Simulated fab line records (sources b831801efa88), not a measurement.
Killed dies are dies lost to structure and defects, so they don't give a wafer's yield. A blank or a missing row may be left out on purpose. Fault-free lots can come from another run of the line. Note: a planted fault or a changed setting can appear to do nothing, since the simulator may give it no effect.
fab line records | flow sky130
record lots=6 | wafers=18 | last-day=50
route steps=708 shown METAL4@634 VIA4@639 PAD_OPEN@708
lots untouched by any fault: they come from a run of this same line in which no faults occurred
start-h: hours from the record's opening day to when the first of the lot's shown wafers began | wait-h: hours elapsed since this lot's preceding step | " as in the row above | L1.1+2: one row covering several wafers at once | - no value present, or no start provided | * or withheld: withheld | < > ~ a bound
route shown NAME@n: NAME is a module with steps in the file, n the number in the route of the first one | usual: mean and standard deviation over wafers with no fault | same: alike in all rows | chamber/n: place in a boat | sites: the reading at each site | _std_site: the standard deviation of these | _edge_site: inner sites' mean taken away from outer sites' mean | radius-mm: for every site, how far away it sits from the centre of the wafer | mask NAME#n: copy n | behind: tool/chamber where the wafer was last shaped | hold: why the lot was held/for how many hours/how that ended | device: the n, p or np transistor that did not switch | end of line: tests run on the same wafers once the route is complete | step lacking rows: just its recipe | killed: not the wafer's yield, but the dies lost to structure and defects at the first sort | map: dies across one wafer; x = killed, . = not, _ = none there
set.NAME: the run value of the setting; set.NAME@STEP: its run value at that earlier step | model.NAME: the simulator's own value behind a step, which no gauge read
lots seen at some steps along the route; tables by step, rows by wafer
services: from which hour (start-h, from the record's first day; less than 0 if before it) a tool's chamber was out of use, for how many hours, and why
## steps
# step SKY_METAL4_METAL_ETCH_18
# recipe target-depth-a=8450 | stop-on=SiO2 | over-etch-frac=0.3 | time-s=183.1 | chemistry=Cl2/BCl3 | resist-sidewall-deg=88 | pressure-mtorr=10 | icp-w=900 | bias-w=48.5 | Cl2_flow_sccm=60 | bcl3-flow-sccm=30
# usual drypump-motor-current-A=5.9/0.48 | oes-product-au=0.865/0.0063 | throttle-valve-pct=22.264/0.0093
lot.wafer | tool         | chamber | start-h | wait-h | drypump-motor-current-A | oes-product-au | rf-hours-counter-h | throttle-valve-pct
L579.1    | rie-metal-02 | 1       | 992.49  | 0.0    | 5.7                     | 0.873          | 6                  | 22.271
L579.2    | "            | 0       | "       | "      | 6.0                     | 0.871          | 17                 | 22.264
L579.5    | "            | 0       | "       | "      | 6.0                     | 0.864          | -                  | 22.267
L581.2    | rie-metal-02 | 1       | 1008.57 | 0.0    | 5.7                     | 0.869          | 7                  | 22.280
L581.3    | "            | 1       | "       | "      | 5.7                     | 0.868          | -                  | 22.260
L581.4    | "            | 0       | "       | "      | 6.0                     | 0.866          | -                  | 22.269
L589.1    | rie-metal-03 | 0       | 1075.46 | 0.0    | 6.5                     | 0.871          | 20                 | 22.263
L589.3    | "            | 0       | "       | "      | 6.5                     | 0.869          | -                  | 22.261
L589.4    | "            | 0       | "       | "      | 6.5                     | 0.857          | -                  | 22.264
L595.1    | rie-metal-02 | 1       | 1096.18 | 0.0    | 5.7                     | 0.859          | 13                 | 22.260
L595.4    | "            | 1       | "       | "      | 5.7                     | 0.864          | -                  | 22.267
L595.6    | "            | 0       | "       | "      | 6.1                     | 0.876          | -                  | 22.269
L596.3    | rie-metal-04 | 0       | 1103.12 | 0.1    | 5.7                     | 0.868          | -                  | 22.269
L596.5    | "            | 0       | "       | "      | 5.7                     | 0.870          | -                  | 22.275
L596.6    | "            | 1       | "       | "      | 5.1                     | 0.871          | -                  | 22.260
L600.2    | rie-metal-04 | 1       | 1135.73 | 0.0    | 5.1                     | 0.863          | 19                 | 22.267
L600.5    | "            | 0       | "       | "      | 5.7                     | 0.862          | -                  | 22.263
L600.6    | "            | 1       | "       | "      | 5.1                     | 0.863          | -                  | 22.273
# step SKY_METAL4_STRIP_19
# recipe chemistry=O2/N2 | power-w=1400 | pressure-mtorr=1500 | platen-temp-c=withheld | o2-flow-sccm=3000 | n2-flow-sccm=300 | overash-fraction=0.5
# usual drypump-motor-current-A=5.8/0.41 | o2-flow-sccm=3000/9.4 | oes-product-au=0.499/0.0057 | strip-time-to-endpoint-s=6.46/0.086
lot.wafer | tool            | chamber | start-h | wait-h | drypump-motor-current-A | o2-flow-sccm | oes-product-au | rf-hours-counter-h | strip-time-to-endpoint-s
L579.1    | plasma-asher-01 | 0       | 992.67  | 0.1    | 6.2                     | 3003         | 0.496          | 91                 | 6.52
L579.2    | "               | 1       | "       | "      | 5.1                     | 3004         | 0.511          | 91                 | 6.68
L579.5    | "               | 1       | "       | "      | 5.1                     | 3004         | 0.515          | -                  | 6.70
L581.2    | plasma-asher-03 | 0       | 1008.74 | 0.1    | 5.4                     | 2989         | 0.487          | 24                 | 6.29
L581.3    | "               | 0       | "       | "      | 5.4                     | 2994         | 0.496          | -                  | 6.34
L581.4    | "               | 1       | "       | "      | 6.1                     | 2997         | 0.499          | -                  | 6.46
L589.1    | plasma-asher-01 | 0       | 1075.82 | 0.3    | 6.2                     | 2992         | 0.486          | 100                | 6.36
L589.3    | "               | 0       | "       | "      | 6.2                     | 2986         | 0.503          | -                  | 6.36
L589.4    | "               | 1       | "       | "      | 5.1                     | 2984         | 0.500          | -                  | 6.42
L595.1    | plasma-asher-02 | 1       | 1096.36 | 0.1    | 6.2                     | 3011         | 0.503          | 3                  | 6.41
L595.4    | "               | 1       | "       | "      | 6.2                     | 3000         | 0.493          | -                  | 6.41
L595.6    | "               | 1       | "       | "      | 6.2                     | 2998         | 0.503          | -                  | 6.45
L596.3    | plasma-asher-03 | 1       | 1103.27 | 0.1    | 6.1                     | 3008         | 0.504          | -                  | 6.48
L596.5    | "               | 1       | "       | "      | 6.1                     | 3011         | 0.494          | -                  | 6.54
L596.6    | "               | 0       | "       | "      | 5.4                     | 2998         | 0.493          | -                  | 6.41
L600.2    | plasma-asher-03 | 0       | 1135.90 | 0.1    | 5.4                     | 2996         | 0.501          | 36                 | 6.49
L600.5    | "               | 0       | "       | "      | 5.4                     | 2995         | 0.508          | -                  | 6.65
L600.6    | "               | 1       | "       | "      | 6.1                     | 3008         | 0.505          | -                  | 6.47
# step SKY_METAL4_STRIP_20
# recipe chemistry=post-etch-residue-remover | time-s=1200 | temp-c=72.5
# step SKY_METAL4_CLEAN_21
# recipe chemistry=IPA | time-s=180 | temp-c=25
# step SKY_METAL4_CLEAN_22
# recipe chemistry=O3/DIW | dry=n2-spin
# step SKY_VIA4_HDPCVD_00
# recipe material=SiO2 | target-thk-nm=1750 | sigma-open-frac=0.3 | time-s=291.7 | temp-c=400 | sih4-flow-sccm=60 | pressure-mtorr=6
# step SKY_VIA4_THK_MEAS_01
# recipe reads=SiO2_of_VIA4_HDPCVD_00
# usual VIA4_HDPCVD_THK=1755/18
lot.wafer | tool          | chamber | start-h | wait-h | VIA4_HDPCVD_THK[nm]
L579.1    | film-metro-04 | -       | 993.45  | 0.1    | 1775
L579.2    | "             | -       | "       | "      | 1720
L579.5    | "             | -       | "       | "      | 1753
L581.2    | film-metro-04 | -       | 1009.77 | 0.1    | 1782
L581.3    | "             | -       | "       | "      | 1771
L581.4    | "             | -       | "       | "      | 1787
L589.1    | film-metro-02 | -       | 1076.59 | 0.1    | 1755
L589.3    | "             | -       | "       | "      | 1756
L589.4    | "             | -       | "       | "      | 1738
L595.1    | film-metro-02 | -       | 1097.14 | 0.1    | 1754
L595.4    | "             | -       | "       | "      | 1751
L595.6    | "             | -       | "       | "      | 1765
L596.3    | film-metro-02 | -       | 1104.06 | 0.1    | 1780
L596.5    | "             | -       | "       | "      | 1762
L596.6    | "             | -       | "       | "      | 1768
L600.2    | film-metro-03 | -       | 1136.78 | 0.1    | 1727
L600.5    | "             | -       | "       | "      | 1744
L600.6    | "             | -       | "       | "      | 1725
# step SKY_VIA4_CMP_02
# recipe material=SiO2 | down-force-psi=4 | platen-rpm=60 | pad-velocity-m-s=0.94248
# usual motor-current-A=12.1/1.2 | platen-rpm=60.00/0.042
lot.wafer | tool   | chamber | start-h | wait-h | motor-current-A | platen-rpm
L579.1    | cmp-01 | 1       | 993.51  | 0.1    | 12.6            | 59.97
L579.2    | "      | 3       | "       | "      | 11.6            | 59.97
L579.5    | "      | 1       | "       | "      | 12.5            | 59.96
L581.2    | cmp-02 | 2       | 1009.88 | 0.1    | 10.9            | 59.99
L581.4    | "      | 3       | "       | "      | 13.6            | 59.95
L581.3    | "      | 1       | "       | "      | 10.3            | 60.04
L589.4    | cmp-02 | 2       | 1076.65 | 0.0    | 11.3            | 59.97
L589.3    | "      | 3       | "       | "      | 13.6            | 60.02
L589.1    | "      | 0       | "       | "      | 12.8            | 60.05
L595.1    | cmp-01 | 3       | 1097.41 | 0.3    | 11.8            | 59.96
L595.4    | "      | 1       | "       | "      | 12.1            | 60.00
L595.6    | "      | 2       | "       | "      | 12.6            | 60.07
L596.3    | cmp-02 | 3       | 1104.10 | 0.0    | 14.0            | 59.96
L596.5    | "      | 3       | "       | "      | 13.9            | 59.94
L596.6    | "      | 0       | "       | "      | 13.2            | 59.96
L600.2    | cmp-01 | 0       | 1136.83 | 0.0    | 12.0            | 60.00
L600.5    | "      | 0       | "       | "      | 11.7            | 59.97
L600.6    | "      | 1       | "       | "      | 12.9            | 59.94
# step SKY_VIA4_BOW_MEAS_03
# recipe mode=bow
# usual VIA4_BOW=77/8.2
lot.wafer | tool          | chamber | start-h | wait-h | VIA4_BOW[um]
L579.1    | film-metro-04 | -       | 993.81  | 0.2    | 70
L579.2    | "             | -       | "       | "      | 67
L579.5    | "             | -       | "       | "      | 65
L581.2    | film-metro-02 | -       | 1010.20 | 0.3    | 72
L581.3    | "             | -       | "       | "      | 65
L581.4    | "             | -       | "       | "      | 80
L589.1    | film-metro-02 | -       | 1076.95 | 0.1    | 86
L589.3    | "             | -       | "       | "      | 89
L589.4    | "             | -       | "       | "      | 76
L595.1    | film-metro-04 | -       | 1097.66 | 0.2    | 83
L595.4    | "             | -       | "       | "      | 75
L595.6    | "             | -       | "       | "      | 68
L596.3    | film-metro-03 | -       | 1104.44 | 0.3    | 83
L596.5    | "             | -       | "       | "      | 83
L596.6    | "             | -       | "       | "      | 71
L600.2    | film-metro-03 | -       | 1137.15 | 0.3    | 71
L600.5    | "             | -       | "       | "      | 72
L600.6    | "             | -       | "       | "      | 78
# step SKY_VIA4_DEHYDRATE_04
# recipe temp-c=200 | time-s=60
# step SKY_VIA4_HMDS_05
# recipe prime-time-s=60 | prime-temp-c=120
# step SKY_VIA4_COAT_06
# recipe resist=NOVOLAK | spin-rpm=3000 | resist-thk-nm=1140
# step SKY_VIA4_SOFTBAKE_07
# recipe temp-c=90 | time-s=60 | resist=NOVOLAK
# usual chill-plate-temp-C=23.00/0.12 | exhaust-pa=45.1/0.9 | heater-power-total-W=56.60/0.047 | plate-temp-C=90.00/0.12
lot.wafer | tool           | chamber | start-h | wait-h | chill-plate-temp-C | exhaust-pa | heater-power-total-W | plate-temp-C | model.NOVOLAK_of_VIA4_COAT_06.thk-nm
L579.1    | litho-track-01 | 0       | 1006.06 | 0.1    | 22.89              | 45.5       | 56.56                | 89.92        | 1139
L579.2    | "              | 0       | "       | "      | 22.98              | 45.4       | 56.53                | 89.96        | 1135
L579.5    | "              | 0       | "       | "      | 22.90              | 46.5       | 56.59                | 90.05        | 1134
L581.2    | litho-track-02 | 0       | 1021.91 | 0.1    | 23.15              | 45.0       | 56.61                | 90.04        | 1145
L581.3    | "              | 0       | "       | "      | 23.05              | 45.2       | 56.50                | 89.83        | 1142
L581.4    | "              | 0       | "       | "      | 23.09              | 46.4       | 56.62                | 90.00        | 1143
L589.1    | litho-track-02 | 0       | 1086.84 | 0.1    | 23.11              | 43.9       | 58.55                | 92.39        | 1135
L589.3    | "              | 0       | "       | "      | 22.98              | 43.6       | 58.63                | 92.30        | 1135
L589.4    | "              | 0       | "       | "      | 23.10              | 43.9       | 58.51                | 92.45        | 1137
L595.1    | litho-track-02 | 0       | 1106.94 | 0.1    | 22.99              | 45.6       | 58.57                | 92.12        | 1141
L595.4    | "              | 0       | "       | "      | 23.03              | 45.4       | 58.53                | 92.10        | 1138
L595.6    | "              | 0       | "       | "      | 23.22              | 44.5       | 58.56                | 92.35        | 1137
L596.3    | litho-track-01 | 0       | 1114.46 | 0.1    | 22.89              | 46.3       | 56.57                | 89.81        | 1136
L596.5    | "              | 0       | "       | "      | 22.81              | 45.1       | 56.64                | 89.83        | 1138
L596.6    | "              | 0       | "       | "      | 22.94              | 45.3       | 56.52                | 89.89        | 1135
L600.2    | litho-track-03 | 0       | 1145.95 | 0.1    | 22.71              | 44.7       | 56.63                | 89.85        | 1135
L600.5    | "              | 0       | "       | "      | 22.84              | 46.5       | 56.60                | 90.00        | 1136
L600.6    | "              | 0       | "       | "      | 22.81              | 44.6       | 56.60                | 89.99        | 1139
# step SKY_VIA4_EXPOSE_08
# recipe mask-id=VIM4 | na=0.6 | source-shape=conventional | sigma-outer=0.6 | polarization=unpolarized | target-cd-nm=800 | dose-mj=132
# step SKY_VIA4_PEB_09
# recipe temp-c=withheld | time-s=* | resist=NOVOLAK
# step SKY_VIA4_DEVELOP_10
# recipe resist=NOVOLAK | developer=TMAH | develop-time-s=60 | dev-temp-c=23
# step SKY_VIA4_OVL_MEAS_11
# usual VIA4_OVL=0.4/1.3
lot.wafer | tool       | chamber | start-h | wait-h | VIA4_OVL[nm]
L579.1    | overlay-01 | -       | 1017.26 | 0.1    | 1.1
L579.2    | "          | -       | "       | "      | 1.3
L579.5    | "          | -       | "       | "      | 1.8
L581.2    | overlay-01 | -       | 1033.47 | 0.1    | -0.7
L581.3    | "          | -       | "       | "      | -1.9
L581.4    | "          | -       | "       | "      | -2.1
L589.1    | overlay-01 | -       | 1097.49 | 0.1    | 0.1
L589.3    | "          | -       | "       | "      | 0.6
L589.4    | "          | -       | "       | "      | 0.8
L595.1    | overlay-02 | -       | 1117.52 | 0.1    | -0.4
L595.4    | "          | -       | "       | "      | 2.0
L595.6    | "          | -       | "       | "      | -0.5
L596.3    | overlay-02 | -       | 1124.00 | 0.1    | 1.3
L596.5    | "          | -       | "       | "      | -0.3
L596.6    | "          | -       | "       | "      | -1.5
L600.2    | overlay-02 | -       | 1155.52 | 0.1    | 0.9
L600.5    | "          | -       | "       | "      | 0.6
L600.6    | "          | -       | "       | "      | -0.1
# step SKY_VIA4_ETCH_12
# recipe target=SiO2 | chemistry=C4F8/O2/Ar | stop-on=TiN | mask-material=NOVOLAK | source-w=1500 | bias-w=1200 | pressure-mtorr=40 | c4f8-flow-sccm=withheld | O2_flow_sccm=6 | Ar_flow_sccm=300 | time-s=withheld | target-depth-a=5800
# usual oes-product-au=0.926/0.0048
lot.wafer | tool        | chamber | start-h | wait-h | oes-product-au | model.NOVOLAK_of_VIA4_COAT_06.thk-nm
L579.1    | rie-diel-01 | 2       | 1017.30 | 0.0    | 0.930          | 1009
L579.2    | "           | 1       | "       | "      | 0.926          | 1006
L579.5    | "           | 3       | "       | "      | 0.930          | 1005
L581.2    | rie-diel-04 | 2       | 1033.50 | 0.0    | 0.932          | 1007
L581.3    | "           | 3       | "       | "      | 0.927          | 1009
L581.4    | "           | 1       | "       | "      | 0.926          | 1010
L589.1    | rie-diel-01 | 1       | 1097.52 | 0.0    | 0.929          | 1006
L589.3    | "           | 3       | "       | "      | 0.922          | 1005
L589.4    | "           | 2       | "       | "      | 0.921          | 1005
L595.1    | rie-diel-01 | 3       | 1117.56 | 0.0    | 0.920          | 1011
L595.4    | "           | 2       | "       | "      | 0.925          | 1008
L595.6    | "           | 3       | "       | "      | 0.923          | 1007
L596.3    | rie-diel-03 | 3       | 1124.02 | 0.0    | 0.929          | 1004
L596.5    | "           | 2       | "       | "      | 0.918          | 1006
L596.6    | "           | 1       | "       | "      | 0.920          | 1003
L600.2    | rie-diel-03 | 3       | 1155.55 | 0.0    | 0.927          | 1002
L600.5    | "           | 1       | "       | "      | 0.924          | 1001
L600.6    | "           | 0       | "       | "      | 0.924          | 1007
# step SKY_VIA4_STRIP_13
# recipe chemistry=O2/N2 | power-w=1400 | pressure-mtorr=1500 | platen-temp-c=withheld | o2-flow-sccm=3000 | n2-flow-sccm=300 | overash-fraction=0.5
# usual drypump-motor-current-A=5.8/0.45 | o2-flow-sccm=2998/9 | oes-product-au=0.709/0.0048 | strip-time-to-endpoint-s=12.804/0.027
lot.wafer | tool            | chamber | start-h | wait-h | drypump-motor-current-A | o2-flow-sccm | oes-product-au | rf-hours-counter-h | strip-time-to-endpoint-s
L579.1    | plasma-asher-03 | 1       | 1017.37 | -      | 6.1                     | 2982         | 0.712          | 25                 | 12.767
L579.2    | "               | 0       | "       | "      | 5.4                     | 3005         | 0.711          | 25                 | 12.816
L579.5    | "               | 0       | "       | "      | 5.4                     | 2998         | 0.713          | -                  | 12.793
L581.2    | plasma-asher-01 | 1       | 1033.57 | -      | 5.1                     | 2993         | 0.709          | 95                 | 12.823
L581.3    | "               | 1       | "       | "      | 5.1                     | 3002         | 0.702          | -                  | 12.763
L581.4    | "               | 0       | "       | "      | 6.1                     | 3010         | 0.715          | -                  | 12.787
L589.1    | plasma-asher-04 | 1       | 1097.60 | -      | 6.2                     | 3000         | 0.709          | 59                 | 12.804
L589.3    | "               | 0       | "       | "      | 6.0                     | 2992         | 0.714          | -                  | 12.802
L589.4    | "               | 1       | "       | "      | 6.2                     | 2990         | 0.711          | -                  | 12.796
L595.1    | plasma-asher-01 | 1       | 1117.63 | -      | 5.1                     | 2993         | 0.710          | 104                | 12.791
L595.4    | "               | 1       | "       | "      | 5.1                     | 2989         | 0.710          | -                  | 12.815
L595.6    | "               | 0       | "       | "      | 6.2                     | 2990         | 0.713          | -                  | 12.818
L596.3    | plasma-asher-03 | 1       | 1124.13 | -      | 6.1                     | 3013         | 0.714          | -                  | 12.789
L596.5    | "               | 0       | "       | "      | 5.4                     | 3005         | 0.714          | -                  | 12.816
L596.6    | "               | 1       | "       | "      | 6.1                     | 2995         | 0.718          | -                  | 12.786
L600.2    | plasma-asher-03 | 0       | 1155.62 | -      | 5.4                     | 3007         | 0.707          | 38                 | 12.774
L600.5    | "               | 1       | "       | "      | 6.1                     | 3012         | 0.711          | -                  | 12.752
L600.6    | "               | 0       | "       | "      | 5.4                     | 2983         | 0.710          | -                  | 12.821
# step SKY_PAD_OPEN_PROBE_99
# usual defect-limited-yield=82.5/1.8 | killed_at_M0_to_M3=43/6.5 | killed_at_M4_up=3/1.7 | killed-at-contacts=25/5.1 | killed-at-front-end=15/3.8 | killed-at-other=0.2/0.45 | killed-dies=86/8.8 | killed-open=47/6.7 | killed-short=39/6 | sort_bin_3_pad_short=0.9/0.46 | sort_bin_5_function=10.2/1.4 | sort_bin_6_memory=6.4/1 | sort-n-pass=406/8.8 | sort-yield-pct=82.5/1.8
# same gross-dies=492 | killed-at-back-side=0 | sort_bin_4_leakage[%]=0 | sort_bin_8_speed[%]=0
lot.wafer | tool      | chamber | start-h | wait-h | defect-limited-yield[%] | killed_at_M0_to_M3 | killed_at_M4_up | killed-at-contacts | killed-at-front-end | killed-at-other | killed-dies | killed-open | killed-short | sort_bin_3_pad_short[%] | sort_bin_5_function[%] | sort_bin_6_memory[%] | sort-n-pass | sort-yield-pct[%]
L589.1    | prober-01 | -       | 1160.84 | 0.1    | 80.3                    | 51                 | 1               | 29                 | 16                  | 0               | 97          | 51          | 46           | 1.2                     | 11.4                   | 7.1                  | 395         | 80.3
L589.3    | prober-01 | -       | 1160.94 | 0.2    | 84.3                    | 42                 | 6               | 16                 | 13                  | 0               | 77          | 42          | 35           | 0.8                     | 7.9                    | 6.9                  | 415         | 84.3
L589.4    | prober-01 | -       | 1160.99 | 0.2    | 80.5                    | 53                 | 3               | 26                 | 14                  | 0               | 96          | 53          | 43           | 0.8                     | 12.4                   | 6.3                  | 396         | 80.5
# killed by level:class
L589.1 VIA1:geometric-particle:open=14 CONTACT:geometric-particle:open=9 LI_CONTACT:geometric-particle:open=8 VIA1:geometric-particle:short=7 LOCAL_INTERCONNECT:geometric-particle:short=6 VIA2:geometric-particle:open=6 VIA2:geometric-particle:short=6 POLY_GATE:geometric-particle:short=5
L589.3 VIA1:geometric-particle:open=12 VIA2:geometric-particle:open=8 METAL1:geometric-particle:short=6 VIA1:geometric-particle:short=6 METAL4:geometric-particle:short=5 POLY_GATE:geometric-particle:open=4 LI_CONTACT:geometric-particle:open=4 LOCAL_INTERCONNECT:geometric-particle:short=4
L589.4 CONTACT:geometric-particle:open=15 VIA1:geometric-particle:open=9 VIA2:geometric-particle:open=9 METAL1:geometric-particle:short=8 VIA3:geometric-particle:open=7 METAL2:geometric-particle:short=7 LOCAL_INTERCONNECT:geometric-particle:short=5 FIELD_ISO:geometric-particle:short=4
## services
tool            | chamber | start-h | hours | kind
rie-metal-03    | -       | 978.89  | 16.6  | repair
cmp-01          | -       | 981.87  | 5.2   | pm
rie-diel-04     | 3       | 992.15  | 5.2   | repair
rie-metal-04    | 1       | 998.52  | 13.1  | repair
cmp-02          | -       | 1012.63 | 4.0   | repair
cmp-01          | -       | 1015.11 | 1.5   | repair
plasma-asher-03 | -       | 1018.32 | 4.3   | pm
rie-metal-04    | -       | 1025.57 | 1.0   | repair
cmp-01          | -       | 1030.60 | 0.5   | repair
rie-metal-04    | -       | 1035.37 | 1.1   | repair
rie-metal-04    | -       | 1037.63 | 4.3   | pm
cmp-01          | -       | 1046.85 | 1.7   | repair
rie-diel-01     | 1       | 1047.35 | 1.2   | repair
rie-metal-04    | -       | 1057.26 | 10.7  | repair
rie-diel-01     | -       | 1058.71 | 5.7   | repair
rie-diel-01     | 3       | 1071.60 | 8.3   | repair
cmp-01          | -       | 1084.04 | 4.0   | pm
cmp-02          | -       | 1084.58 | 1.6   | repair
rie-diel-03     | 1       | 1099.68 | 14.0  | repair
rie-diel-01     | -       | 1118.31 | 3.3   | repair
rie-diel-03     | 1       | 1131.83 | 7.4   | repair
rie-metal-04    | 0       | 1136.53 | 4.1   | repair
cmp-02          | -       | 1145.96 | 6.0   | pm
cmp-02          | -       | 1155.15 | 4.6   | repair
## key
first-sign step=SKY_VIA4_SOFTBAKE_07 | reading=heater-power-total-W | direction=up | sigmas=42 | usual=* | struck=*
effect step=SKY_VIA4_SOFTBAKE_07 | reading=plate-temp-C | direction=up | sigmas=19 | usual=* | struck=*
model-effect step=SKY_VIA4_SOFTBAKE_07 | value=NOVOLAK_of_VIA4_COAT_06.thk-nm | without=1144 | struck=1137
model-effect step=SKY_VIA4_ETCH_12 | value=NOVOLAK_of_VIA4_COAT_06.thk-nm | without=1014 | struck=1007
met-at SKY_VIA4_SOFTBAKE_07
struck-wafers L589.1,L589.3,L589.4,L595.1,L595.4,L595.6
onset-between 1021.91 1086.84
fault kind=process-parameter-drift | tool=litho-track-02 | chamber=- | onset-h=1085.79 | steps=SKY_VIA4_SOFTBAKE_07 | channel=temp-c | offset=* | shape=step | end-h=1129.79 | acts-in=* | stated=*
